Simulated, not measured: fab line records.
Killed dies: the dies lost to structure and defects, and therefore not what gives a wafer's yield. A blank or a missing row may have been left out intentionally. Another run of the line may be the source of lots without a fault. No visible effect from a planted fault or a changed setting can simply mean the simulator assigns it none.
Matching of chambers + flow gf180mcu + 4 sister chambers for GF_V5_CMP_04 on cmp-01
The step polishes SiO2. 8 wafers are shown with their chamber, then 9 later ones without.

## WAFERS WITH THEIR CHAMBER
| wafer  | chamber | motor current A (A) |
|--------|---------|---------------------|
| L756.1 | 1       | 11.5                |
| L758.3 | 1       | 11.5                |
| L760.6 | 0       | 10.7                |
| L770.3 | 2       | 11.3                |
| L770.5 | 3       | 11.0                |
| L772.2 | 3       | 11.3                |
| L772.4 | 2       | 11.5                |
| L772.5 | 0       | 11.2                |

## WAFERS MISSING THEIR CHAMBER
| wafer  | motor current A (A) |
|--------|---------------------|
| L775.2 | 11.3                |
| L775.4 | 11.7                |
| L775.5 | 12.1                |
| L774.2 | 11.2                |
| L774.4 | 11.3                |
| L774.6 | 11.4                |
| L776.2 | 10.9                |
| L776.5 | 10.7                |
| L776.6 | 11.2                |

## THE CHAMBER EACH PASSED THROUGH
| wafer  | from the rows above               | in truth |
|--------|-----------------------------------|----------|
| L775.2 | can't be placed: 2 or 3 or 1 or 0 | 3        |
| L775.4 | can't be placed: 1 or 2 or 3      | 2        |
| L775.5 | can't be placed: 1 or 2 or 3      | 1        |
| L774.2 | can't be placed: 3 or 2 or 0 or 1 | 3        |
| L774.4 | can't be placed: 2 or 3 or 1 or 0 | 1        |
| L774.6 | can't be placed: 2 or 1 or 3      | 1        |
| L776.2 | can't be placed: 0 or 3           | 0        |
| L776.5 | can't be placed: 0 or 3           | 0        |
| L776.6 | can't be placed: 3 or 2 or 0 or 1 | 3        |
Placed correctly: 0 of 9. Not placeable from these rows: 9 (in 9, the candidates include the true chamber). 0 placed wrongly.
How it was worked out, from the rows above alone: a wafer's distance from a chamber is the root of the sum, over the readings, of the square of ((its reading less the chamber's mean) divided by the reading's scatter). If the next closest chamber is less than 2 further off than the closest, the wafer can't be placed; otherwise it belongs to the closest. The mean given for a chamber averages the wafers shown for that chamber. The scatter: the root of (the sum of the squares of (reading less its chamber's mean) over the shown wafers, divided by (wafers less chambers)).
